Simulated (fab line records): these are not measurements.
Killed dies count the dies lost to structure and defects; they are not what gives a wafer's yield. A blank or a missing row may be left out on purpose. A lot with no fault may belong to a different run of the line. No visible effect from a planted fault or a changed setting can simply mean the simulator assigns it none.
What tool caused it? ; flow sfq_line ; 14 lots with 42 wafers sampled at 2 steps, on a route of 325 steps

## WHAT THE GAUGES READ, wafer by wafer
SFQ_M4_OVL_MEAS_926.
lot;measured;on;M4_OVL (nm)
L828;day 41 01:16;overlay-02;-9 -9 -3
L829;day 41 06:09;overlay-01;-2 -7 0
L830;day 41 09:09;overlay-01;-13 -6 -10
L833;day 41 18:44;overlay-02;-4 5 -2
L835;day 41 23:28;overlay-01;-3 -12 -9
L836;day 42 09:05;overlay-02;5 -1 2
L837;day 42 15:04;overlay-01;-1 -4 -1
L839;day 45 11:22;overlay-02;-7 -11 -11
L842;day 45 17:22;overlay-02;-3 -6 1
L845;day 45 20:58;overlay-02;1 -4 1
L846;day 45 22:10;overlay-02;-8 -4 -2
L848;day 51 07:59;overlay-02;1 2 12
L849;day 51 10:26;overlay-02;-10 2 -8
L850;day 52 20:53;overlay-02;3 0 -1

SFQ_I4_BOW_MEAS_927.
lot;measured;on;I4_BOW (um)
L828;day 41 13:23;film_metro-02;-13 -15 -6
L829;day 41 19:24;film_metro-04;0 5 2
L830;day 41 22:23;film_metro-04;-8 -12 -3
L833;day 42 10:46;film_metro-04;0 -2 7
L835;day 42 16:46;film_metro-01;-5 -3 -6
L836;day 43 01:46;film_metro-01;-3 -4 -6
L837;day 43 07:23;film_metro-01;9 15 5
L839;day 45 16:03;film_metro-02;-9 6 10
L842;day 46 01:50;film_metro-02;5 6 4
L845;day 46 08:44;film_metro-02;-21 0 -10
L846;day 46 13:36;film_metro-04;-7 -15 0
L848;day 51 12:04;film_metro-02;22 11 9
L849;day 51 18:04;film_metro-01;16 10 -5
L850;day 53 07:23;film_metro-02;-7 0 -3

## TOOL THAT RAN EACH LOT (tool first, then ch and the chambers of the sampled wafers, then the start)
There is no process step in the record ahead of these readings.

## AS READ BY THE TOOLS THEMSELVES (means over the sampled wafers that have a number; for cases with no such wafer, the mark the record gives instead)
The record holds no such reading with a usual standard deviation.

## THE ANSWER, worked out from the rows above alone
Rule: the lots themselves supply what counts as usual. Put in order of their means at a reading, lots are off if they are a third of the lots or fewer, leave a main group of 4 or more, and stand apart from it by a gap of 3 or more times the standard deviation of the main group's means; of several such gaps the widest counts. A main group whose means are all the same, to the digits that the tables above print for the reading, isn't used. A lot without any number at a reading at which 4 lots or more have one is off too. Any other lot the step has rows for is counted as sound. After the gauges, taken in route order, come the tools' own readings; for these a lot's mean is taken, as printed above. The first step at which some lot is off is used, and at that step the reading that is off furthest; a lot without a number counts as furthest.
Nothing can be told from this: no lot is off at any reading shown.

## WHAT THE SIMULATOR HAD PUT IN
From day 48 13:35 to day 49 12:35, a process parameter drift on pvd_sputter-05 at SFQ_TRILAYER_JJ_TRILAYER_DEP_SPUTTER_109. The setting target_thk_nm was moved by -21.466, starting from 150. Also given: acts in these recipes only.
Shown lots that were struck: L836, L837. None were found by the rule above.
